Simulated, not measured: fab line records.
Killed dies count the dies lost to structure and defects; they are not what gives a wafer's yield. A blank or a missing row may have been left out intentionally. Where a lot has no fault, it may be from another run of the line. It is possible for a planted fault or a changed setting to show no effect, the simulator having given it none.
Comparing a struck lot with a sound one + flow sky130 + 44 out of 708 route steps
Sound: the wafers L614.2, L614.4, L614.6. The struck wafers were L628.2, L628.5, L628.6. At the end, the cause is stated.
At each step with rows: each side's tool, then ch and its chambers, then its first start. Under that, the readings that differ: sound wafers + struck wafers + difference of the means + sigmas: that difference in standard deviations of wafers without a fault.
alike: readings with means less than 2 such deviations apart, plus words and numbers identical on both sides. not compared: withheld readings, readings lacking a value on some wafer, bounds such as >300 that could conceal the same value, and numbers that have no deviation in the record and whose values overlap.
A row with sigmas, a row that says differs or no value, or rows on one side alone: a step with any of these is where the two part. When numbers do not overlap yet have no deviation, they are printed without sigmas and do not part them. Lack of a reading on every wafer of one side parts them only where that side has two or more wafers.

first, 5 steps without rows for these wafers: SKY_FIELD_ISO_WET_ETCH_18 (etches Si3N4 in H3PO4, target depth 25 nm, time 286 s); SKY_FIELD_ISO_CLEAN_19 (cleans in SC1/SC2, time 150 s); SKY_FIELD_ISO_CLEAN_20 (cleans in dHF, time 19.71 s); SKY_FIELD_ISO_WET_ETCH_21 (etches SiO2 in dHF, target depth 20 nm, time 400 s); SKY_FIELD_ISO_OXIDATION_22 (stabilise 600 s, purge 300 s, target thk 10 nm).
SKY_FIELD_ISO_THK_MEAS_23:
  sound on film metro-03, day 3 08:54; struck on film metro-01, day 6 05:02
  alike: FIELD_ISO_OXIDATION_01_THK
then, 1 step without rows for these wafers: SKY_FIELD_ISO_CVD_24 (deposits SiO2, target thk 595 nm, time 99.2 s).
SKY_FIELD_ISO_THK_MEAS_25:
  sound on film metro-01, day 3 09:02; struck on film metro-02, day 6 05:10
  alike: FIELD_ISO_CVD_24_THK
then, 1 step without rows for these wafers: SKY_FIELD_ISO_ANNEAL_26 (time 1800 s).
SKY_FIELD_ISO_CMP_27: polishes, stops on Si3N4, t overpolish 16 s, target thk 457.8 nm.
  sound on cmp-02 ch 2,3, day 3 10:59; struck on cmp-02 ch 1,2, day 6 12:25
  alike: motor current A, overpolish run s, time to endpoint s
then, 2 steps without rows for these wafers: SKY_FIELD_ISO_WET_ETCH_28 (etches SiO2 in dHF, target depth 23.7 nm, time 47 s); SKY_FIELD_ISO_WET_ETCH_29 (etches Si3N4 in H3PO4, target depth 160 nm, time 1825 s).
SKY_FIELD_ISO_WET_ETCH_30: etches SiO2 in dHF, target depth 25 nm, time 50 s.
  sound on wet bench-01 ch 1, day 3 11:49; struck on wet bench-01 ch 1, day 6 13:16
| reading                                    | sound             | struck            | difference | sigmas |
|--------------------------------------------|-------------------|-------------------|------------|--------|
| run length s (s)                           | 77.4 77.4 77.4    | 103.6 103.6 103.6 | +26.2      | +9     |
| model.SiO2_of_FIELD_ISO_CVD_24.thk nm (nm) | 405.8 404.3 403.6 | 393.4 393.2 395.4 | -10.6      |        |
then, 2 steps without rows for these wafers: SKY_NWELL_CLEAN_00 (cleans in SC1/SC2, time 150 s); SKY_NWELL_OXIDATION_01 (stabilise 600 s, purge 300 s, target thk 10 nm).
SKY_NWELL_THK_MEAS_02:
  sound on film metro-04, day 3 13:17; struck on film metro-04, day 6 16:18
  alike: NWELL_OXIDATION_THK
then, 8 steps without rows for these wafers: SKY_DNWELL_DEHYDRATE_00 (time 60 s); SKY_DNWELL_HMDS_01 (prime time 60 s); SKY_DNWELL_COAT_02 (resist thk 3000 nm); SKY_DNWELL_SOFTBAKE_03; SKY_DNWELL_EXPOSE_04 (exposes mask DNM, target cd 3000 nm); SKY_DNWELL_PEB_05; SKY_DNWELL_DEVELOP_06 (develop time 60 s); SKY_DNWELL_IMPLANT_07.
SKY_DNWELL_STRIP_08: strips in O2/N2.
  sound on plasma asher-03 ch 0,1, day 4 06:10; struck on plasma asher-03 ch 0,1, day 7 12:28
  alike: chamber pressure mTorr, drypump motor current A, oes product au, strip time to endpoint s
  not compared: rf hours counter h
SKY_DNWELL_TW_MEAS_09:
  sound on film metro-03, day 4 06:16; struck on film metro-03, day 7 12:34
| reading   | sound          | struck         | difference | sigmas |
|-----------|----------------|----------------|------------|--------|
| DNWELL_TW | 1140 1139 1138 | 1121 1119 1119 | -19        | -3     |
then, 7 steps without rows for these wafers: SKY_PWDE_DEHYDRATE_00 (time 60 s); SKY_PWDE_HMDS_01 (prime time 60 s); SKY_PWDE_COAT_02 (resist thk 3000 nm); SKY_PWDE_SOFTBAKE_03; SKY_PWDE_EXPOSE_04 (exposes mask PWDEM, target cd 840 nm); SKY_PWDE_PEB_05; SKY_PWDE_DEVELOP_06 (develop time 60 s).
SKY_PWDE_OVL_MEAS_07:
  sound on overlay-01, day 4 23:07; struck on overlay-02, day 8 08:52
  alike: PWDE_OVL
following that, these wafers have no rows for 1 step: SKY_PWDE_IMPLANT_08.
SKY_PWDE_STRIP_09: strips in O2/N2.
  sound on plasma asher-01 ch 0,1, day 4 23:18; struck on plasma asher-03 ch 0,1, day 8 09:03
  alike: chamber pressure mTorr, drypump motor current A, oes product au, strip time to endpoint s
  not compared: rf hours counter h
SKY_PWDE_TW_MEAS_10:
  sound on film metro-03, day 4 23:25; struck on film metro-04, day 8 09:10
  alike: PWDE_TW
then, 5 steps without rows for these wafers: SKY_NWELL_DEHYDRATE_03 (time 60 s); SKY_NWELL_HMDS_04 (prime time 60 s); SKY_NWELL_COAT_05 (resist thk 3000 nm); SKY_NWELL_SOFTBAKE_06; SKY_NWELL_EXPOSE_07 (exposes mask NWM, target cd 840 nm).
-- the record jumps here: 26 days lie between the struck wafers' starts before and after (it left off in module NWELL and takes up again in module SALICIDE, whose first step shown is number 361 of the route) --
SKY_SALICIDE_CLEAN_00: cleans in HF-last, time 30 s.
  sound on wet bench-01 ch 1, day 29 15:28; struck on wet bench-01 ch 1, day 34 05:45
| reading                                    | sound           | struck            | difference | sigmas |
|--------------------------------------------|-----------------|-------------------|------------|--------|
| model.SiO2_of_FIELD_ISO_CVD_24.thk nm (nm) | 359.1 357.6 357 | 346.6 346.3 348.8 | -10.7      |        |
-- the record jumps here: 16 days lie between the struck wafers' starts before and after (it left off in module SALICIDE and takes up again in module PAD_OPEN, whose first step shown is number 708 of the route) --
SKY_PAD_OPEN_PROBE_99:
  sound on prober-02, day 47 06:07; struck on prober-01, day 50 08:56
| reading                                   | sound                | struck               | difference | sigmas |
|-------------------------------------------|----------------------|----------------------|------------|--------|
| model.etest.field p.vt v (V)              | -44.35 -41.24 -40.43 | -39.31 -38.15 -39.63 | +2.98      |        |
| model.etest.sram nfet pass.off log10 a um | -12.72 -13 -12.56    | -12.23 -12.03 -12.01 | +0.67      |        |
  alike: killed_at_M0_to_M3, killed_at_M4_up, killed at contacts, killed at front end, killed at other, killed dies, killed open, killed short
  not compared: model.etest.pfet_16v.r on ohm um, model.etest.cap li to poly.c af um2, model.etest.cap poly to well.c af um2, model.etest.field n.vt v

== WHERE THEY PART ==
First at SKY_FIELD_ISO_WET_ETCH_30; last, within this record, at SKY_DNWELL_TW_MEAS_09. Later steps at which nothing parts them and some readings are alike: SKY_PWDE_OVL_MEAS_07, SKY_PWDE_STRIP_09, SKY_PWDE_TW_MEAS_10, SKY_PAD_OPEN_PROBE_99.

WHY: what had been put in by the simulator
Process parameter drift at SKY_FIELD_ISO_WET_ETCH_30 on wet bench-01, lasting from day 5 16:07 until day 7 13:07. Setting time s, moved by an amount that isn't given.
